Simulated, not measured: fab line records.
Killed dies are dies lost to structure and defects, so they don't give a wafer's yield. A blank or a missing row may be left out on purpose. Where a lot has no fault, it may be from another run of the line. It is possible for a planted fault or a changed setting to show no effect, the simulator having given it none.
Matching of chambers | flow sky130 | pecvd-02 running SKY_CONTACT_CVD_00: 3 sister chambers
The step deposits Si3N4, target thk 75 nm. 6 wafers are shown with their chamber, then 8 later ones without.

== WAFERS WITH THEIR CHAMBER ==
wafer  | chamber | heater_power_w (W)
L656.1 | 1       | 698
L656.2 | 0       | 569
L659.1 | 1       | 772
L659.3 | 2       | 766
L659.5 | 0       | 576
L661.2 | 2       | 664

== WAFERS MISSING THEIR CHAMBER ==
wafer  | heater_power_w (W)
L661.3 | 723
L661.4 | 474
L667.2 | 754
L667.4 | 575
L667.5 | 686
L669.1 | 580
L669.4 | 758
L669.5 | 730

== WHICH CHAMBER EACH WENT THROUGH ==
wafer  | from the rows above          | in truth
L661.3 | can't be placed: 2 or 1      | 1
L661.4 | 0                            | 0
L667.2 | can't be placed: 1 or 2      | 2
L667.4 | 0                            | 0
L667.5 | can't be placed: 2 or 1 or 0 | 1
L669.1 | 0                            | 0
L669.4 | can't be placed: 1 or 2      | 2
L669.5 | can't be placed: 1 or 2      | 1
Placed correctly: 3 of 8. Cannot be placed on the basis of these rows: 5; the candidates contain the true chamber in 5. Number placed wrongly: 0.
How it was worked out, from the rows above alone: a wafer's distance from a chamber is the root of the sum, over the readings, of the square of ((its reading less the chamber's mean) divided by the reading's scatter). If the next closest chamber is less than 2 further off than the closest, the wafer can't be placed; otherwise it belongs to the closest. A chamber's mean is the mean of its shown wafers. The scatter is the square root of a quotient: the sum, over the shown wafers, of each reading's squared deviation from its chamber's mean, divided by wafers minus chambers.
